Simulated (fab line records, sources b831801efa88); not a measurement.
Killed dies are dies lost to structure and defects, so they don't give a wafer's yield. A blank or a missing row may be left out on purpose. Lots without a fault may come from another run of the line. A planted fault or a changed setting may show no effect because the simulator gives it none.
A struck lot beside a sound one | flow gf180mcu | 15 steps out of a route of 602
Sound: wafers L471.1, L471.2, L471.6. Struck: wafers L461.1, L461.3, L461.4. The cause comes at the end.
At each step with rows: each side's tool, then ch and its chambers, then its first start. Under that, the readings that differ: sound wafers | struck wafers | difference of the means | sigmas: that difference in standard deviations of wafers without a fault.
alike: readings whose means differ by less than 2 such deviations, and words and numbers that are the same on both sides. not compared: withheld readings, readings that some wafer has no value for, bounds like >300 that may hide the same value, and numbers for which the record gives no deviation and whose values overlap.
The two part at a step that has a row with sigmas, a row that says differs or no value, or rows on one side only. Numbers that don't overlap but have no deviation are shown without sigmas and don't part them. A reading that every wafer of one side lacks parts them only if that side has two wafers or more.

first, 2 steps without rows for these wafers: GF_V5_STRIP_19 (strips in post etch residue remover, time 1200 s); GF_V5_CLEAN_20 (cleans in DIW).
GF_V5_SPUTTER_21: material Ti, target thk 15 nm, time 80.02 s.
  sound on pvd_sputter-03, day 31 18:14; struck on pvd_sputter-04, day 29 03:19
  alike: cathode_dc_power_W, chamber_pressure_pa, throttle_valve_pct
then, 1 step without rows for these wafers: GF_V5_SPUTTER_22 (material TiN, target thk 10 nm, time 40 s).
GF_V5_CVD_23: deposits W, target thk 350 nm, time 104.9 s.
  sound on cvd_w-01 ch 0,1, day 31 18:20; struck on cvd_w-01 ch 0,1, day 29 03:25
  alike: heater_power_w
GF_V5_RS_MEAS_24: measures by four-point-probe.
  sound on film_metro-02, day 31 18:27; struck on film_metro-04, day 29 03:31
  alike: V5_W_RS
GF_V5_THK_MEAS_25: measures by xrf.
  sound on film_metro-02, day 31 18:34; struck on film_metro-04, day 29 03:38
  alike: V5_W_THK
GF_V5_CMP_26: polishes, stops on SiO2, t overpolish 15 s, target thk 0 nm.
  sound on cmp-01 ch 1,3, day 31 18:41; struck on cmp-01 ch 0,1,2, day 29 03:46
  alike: motor_current_A, overpolish_run_s, time_to_endpoint_s
GF_TOP_METAL_SPUTTER_00: material Ti, target thk 37.5 nm, time 150 s.
  sound on pvd_sputter-04, day 31 18:56; struck on pvd_sputter-01, day 29 04:04
  alike: cathode_dc_power_W, chamber_pressure_pa, throttle_valve_pct
then, 2 steps without rows for these wafers: GF_TOP_METAL_SPUTTER_01 (material TiN, target thk 30 nm, time 25 s); GF_TOP_METAL_SPUTTER_02 (material AlCu, target thk 900 nm, time 47.82 s).
GF_TOP_METAL_SPUTTER_03: material Ti, target thk 5 nm, time 3.3 s.
  sound on pvd_sputter-04, day 31 19:06; struck on pvd_sputter-01, day 29 04:14
  reading                  | sound                | struck               | difference | sigmas
  chamber_pressure_pa (Pa) | 0.3008 0.3007 0.3010 | 0.2999 0.2999 0.2993 | -0.0011    | -2
  alike: cathode_dc_power_W, throttle_valve_pct
GF_TOP_METAL_SPUTTER_04: material TiN, target thk 25 nm, time 20.8 s.
  sound on pvd_sputter-04, day 31 19:07; struck on pvd_sputter-01, day 29 04:16
  no value came back on the struck wafers for cathode_dc_power_W (W), chamber_pressure_pa (Pa), throttle_valve_pct (%); on the sound wafers cathode_dc_power_W (W) reads 6500.9 6500.3 6500.0
GF_TOP_METAL_THK_MEAS_06: measures by xrf.
  sound on film_metro-02, day 31 19:16; struck on film_metro-02, day 29 04:24
  reading                 | sound       | struck      | difference | sigmas
  TOP_METAL_ALCU_THK (nm) | 932 938 916 | 962 965 985 | +42        | +3
then, 1 step without rows for these wafers: GF_TOP_METAL_DEHYDRATE_07 (time 60 s).

WHERE THEY PART
First at GF_TOP_METAL_SPUTTER_03; last, within this record, at GF_TOP_METAL_THK_MEAS_06.

WHY: what the simulator had put in
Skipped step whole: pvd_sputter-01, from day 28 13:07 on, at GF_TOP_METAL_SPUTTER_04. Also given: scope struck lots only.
